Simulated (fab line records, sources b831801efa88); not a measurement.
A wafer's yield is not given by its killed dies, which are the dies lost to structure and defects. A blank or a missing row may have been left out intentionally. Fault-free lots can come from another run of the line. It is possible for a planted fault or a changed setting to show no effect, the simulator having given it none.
Chamber matching | flow sky130 | SKY_VIA3_CMP_24 on cmp-02 has 4 sister chambers
The step polishes, stops on SiO2, t overpolish 20 s, target thk 0 nm. 16 wafers are shown with their chamber, then 8 later ones without.

WAFERS PAIRED WITH THEIR CHAMBERS
wafer  | chamber | motor current A (A) | platen rpm (rpm) | time to endpoint s (s)
L293.1 | 0       | 9.1                 | 60.05            | 96
L293.4 | 1       | 12.0                | 59.93            | 94
L293.5 | 1       | 11.5                | 59.99            | 91
L294.3 | 2       | 10.9                | 59.97            | 95
L294.4 | 3       | 11.5                | 59.99            | 100
L294.5 | 3       | 10.6                | 60.04            | 95
L299.1 | 0       | 10.0                | 60.02            | 104
L299.2 | 2       | 10.6                | 60.01            | 101
L299.3 | 3       | 11.0                | 60.06            | 101
L308.1 | 1       | 11.7                | 59.97            | 97
L308.3 | 2       | 10.0                | 59.91            | 100
L308.6 | 2       | 11.2                | 59.94            | 96
L310.1 | 0       | 10.0                | 59.96            | 95
L310.2 | 2       | 10.3                | 60.02            | 102
L310.5 | 3       | 10.8                | 59.99            | 96
L314.4 | 2       | 11.0                | 59.94            | 98

SIGNATURES (averages over the wafers above)
reading            | chamber 0 | chamber 1 | chamber 2 | chamber 3 | scatter within a chamber
motor current A    | 9.700     | 11.733    | 10.667    | 10.975    | 0.423
platen rpm         | 60.0100   | 59.9633   | 59.9650   | 60.0200   | 0.04
time to endpoint s | 98.33     | 94.00     | 98.67     | 98.00     | 3.32
Rule: distance of a wafer from a chamber = root of the sum over the readings of ((wafer's reading minus chamber's mean) / reading's scatter) squared. The wafer belongs to the nearest chamber; if the next one is less than 2 further off, it can't be placed. The scatter is the square root of a quotient: the sum, over the shown wafers, of each reading's squared deviation from its chamber's mean, divided by wafers minus chambers.

WAFERS WHOSE CHAMBER IS MISSING
wafer  | motor current A (A) | platen rpm (rpm) | time to endpoint s (s)
L314.5 | 11.6                | 59.99            | 94
L314.6 | 10.1                | 59.97            | 96
L315.2 | 11.3                | 60.08            | 95
L315.4 | 9.9                 | 59.97            | 99
L315.6 | 10.8                | 59.96            | 96
L316.1 | 11.6                | 59.99            | 99
L316.4 | 11.4                | 60.00            | 99
L316.5 | 10.4                | 59.97            | 104

EACH ONE'S CHAMBER
wafer  | from the rows above          | in truth
L314.5 | can't be placed: 1 or 3 or 2 | 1
L314.6 | can't be placed: 0 or 2 or 3 | 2
L315.2 | can't be placed: 3 or 1 or 2 | 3
L315.4 | can't be placed: 0 or 2 or 3 | 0
L315.6 | can't be placed: 2 or 3 or 1 | 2
L316.1 | can't be placed: 1 or 3 or 2 | 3
L316.4 | can't be placed: 3 or 1 or 2 | 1
L316.5 | can't be placed: 2 or 0 or 3 | 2
Correct placement for 0 of the 8. Cannot be placed on the basis of these rows: 8; the candidates contain the true chamber in 8. 0 placed wrongly.
